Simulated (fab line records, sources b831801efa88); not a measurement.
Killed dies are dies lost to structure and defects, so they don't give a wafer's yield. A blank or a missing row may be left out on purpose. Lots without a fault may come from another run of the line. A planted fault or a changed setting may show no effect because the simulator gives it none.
Which tool did it? | flow gf180mcu | 6 lots, 18 wafers sampled, at 2 steps of a route of 602

WHAT THE GAUGES READ, wafer by wafer
GF_VT_IMPLANT_RS_MEAS_48: measures by four-point-probe.
lot  | measured     | on            | LVPWELL_RS (ohm/sq)
L950 | day 8 05:44  | film_metro-02 | 1203 1200 1200
L957 | day 10 07:55 | film_metro-03 | 1198 1194 1197
L960 | day 11 05:27 | film_metro-03 | 1159 1160 1156
L964 | day 12 14:58 | film_metro-04 | 1198 1199 1198
L967 | day 13 04:14 | film_metro-03 | 1197 1196 1195
L968 | day 13 14:09 | film_metro-03 | 1199 1199 1198

WHICH TOOL RAN EACH LOT (tool, then ch and the chambers of the sampled wafers, then the start)
lot  | GF_LVPWELL_IMPLANT_09
L950 | implanter-03 ch 0, day 4 13:05
L957 | implanter-04 ch 0, day 6 04:26
L960 | implanter-03 ch 0, day 6 20:56
L964 | implanter-04 ch 0, day 8 02:13
L967 | implanter-04 ch 0, day 8 12:30
L968 | implanter-02 ch 0, day 8 21:42
- GF_LVPWELL_IMPLANT_09

THE ANSWER, worked out from the rows above alone
Rule: what is usual is taken from the lots themselves. Put in order of their means at a reading, lots are off if they are a third of the lots or fewer, leave a main group of 4 or more, and stand apart from it by a gap of 3 or more times the standard deviation of the main group's means; of several such gaps the widest counts. A main group whose means are all the same, to the digits that the tables above print for the reading, isn't used. A lot without any number at a reading at which 4 lots or more have one is off too. The other lots that the step has rows for count as sound.
Off: L960, at GF_VT_IMPLANT_RS_MEAS_48 (LVPWELL_RS). The main group: mean 1198 ohm/sq, standard deviation 1.8.
A tool fits if, at a process step before that reading, it ran every lot that is off, and no sound lot after the first of them. The gauges at GF_VT_IMPLANT_RS_MEAS_48 are tried like those tools. One fits: implanter-03 at GF_LVPWELL_IMPLANT_09. Its last sound lot is L950 (day 4 13:05), its first lot that is off L960 (day 6 20:56): a fault that began between those two fits.

WHAT THE SIMULATOR HAD PUT IN
Process parameter drift: implanter-03, from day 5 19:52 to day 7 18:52, at GF_LVPWELL_IMPLANT_09. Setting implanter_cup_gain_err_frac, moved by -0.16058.
Lots struck among those shown: L960. The rule above found the same.
